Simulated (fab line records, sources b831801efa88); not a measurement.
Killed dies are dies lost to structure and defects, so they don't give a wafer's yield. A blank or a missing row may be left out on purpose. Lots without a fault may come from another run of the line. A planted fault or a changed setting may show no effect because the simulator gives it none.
Problem report in the 8D (eight disciplines) form, filled by code | flow sky130 | the parts of the form that need people (team, actions taken, sign-off) are left out

1. THE PROBLEM
LDD_LDN_OVL at SKY_LDD_LDN_OVL_MEAS_07 reads a mean of 60.9 nm on 9 wafers of 3 lots; wafers without a fault read 0.0 nm with a standard deviation of 1.3. That is +47 standard deviations from the usual mean.
First seen on wafer L673.1, day 28 09:07, on overlay-02. The record holds 39 wafers of 13 lots with a number at this step. Rule for "out", or "out of limits": more than 4 standard deviations from the usual mean. The other wafers with a number count as sound.

2. WHAT IT IS AND WHAT IT IS NOT
question                    | is                     | is not
which readings at this step | LDD_LDN_OVL            | -
which lots                  | L673, L674, L675       | L658, L659, L660, L661, L664, L665, L666, L667, L669, L681
which wafers of those lots  | all that have a number | -
read on which gauges        | overlay-01, overlay-02 | -
when                        | from day 28 09:07      | up to then (27 sound wafers); but 3 sound wafers of L681 came after

3. SUSPECTS, AND WHAT RULES EACH OUT
Counting: a tool at a process step up to the reading stays a suspect if it ran every lot that is out and no sound lot after the first of them.
- the gauge at SKY_LDD_LDN_OVL_MEAS_07: ruled out. The wafers that are out were read on 2 gauges (overlay-01, overlay-02).
- iline_stepper-02 at SKY_LDD_LDN_EXPOSE_04 (exposes mask LDNTM, target cd 700 nm): kept. It ran every lot that is out, first L673 (day 27 18:56), and no sound lot after that; its last sound lot up to then is L666 (day 25 19:37).
Left after counting: iline_stepper-02 at SKY_LDD_LDN_EXPOSE_04.

4. THE CAUSE (what the simulator had put in)
Scanner matching overlay: iline_stepper-02, from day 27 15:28 on, at SKY_LDD_LDN_EXPOSE_04. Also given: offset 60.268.
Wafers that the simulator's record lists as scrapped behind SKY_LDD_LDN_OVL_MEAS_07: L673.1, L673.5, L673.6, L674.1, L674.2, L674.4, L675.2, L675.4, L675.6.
Counting left only this tool.

5. THE CHAIN OF EFFECTS, in route order
Each row: a reading whose mean over the struck wafers that have a number lies more than 3 standard deviations from the usual. Only readings for which the record gives a usual standard deviation are gone through. hours: the time from each lot's start at the first step in this table that gives one to its start at this step, as a median over the lots. sigmas: the change in usual standard deviations.
hours | step                    | reading     | usual  | on struck wafers | change | sigmas
0     | SKY_LDD_LDN_OVL_MEAS_07 | LDD_LDN_OVL | 0.0 nm | 60.9             | +60.9  | +47

6. WHAT WOULD HAVE CAUGHT IT SOONER
In this record the first reading out of limits at a measuring or inspecting step was taken at day 28 09:07, 18 hours after the fault began at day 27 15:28.
Of the tool readings at SKY_LDD_LDN_EXPOSE_04 for which the record gives a usual standard deviation, none was out on any struck wafer, so an alarm limit of 4 standard deviations on them would not have fired.
Of the lots that are out (3), L675 began SKY_LDD_LDN_EXPOSE_04 on iline_stepper-02 after day 28 09:07. A hold on the tool at that time would have spared it.
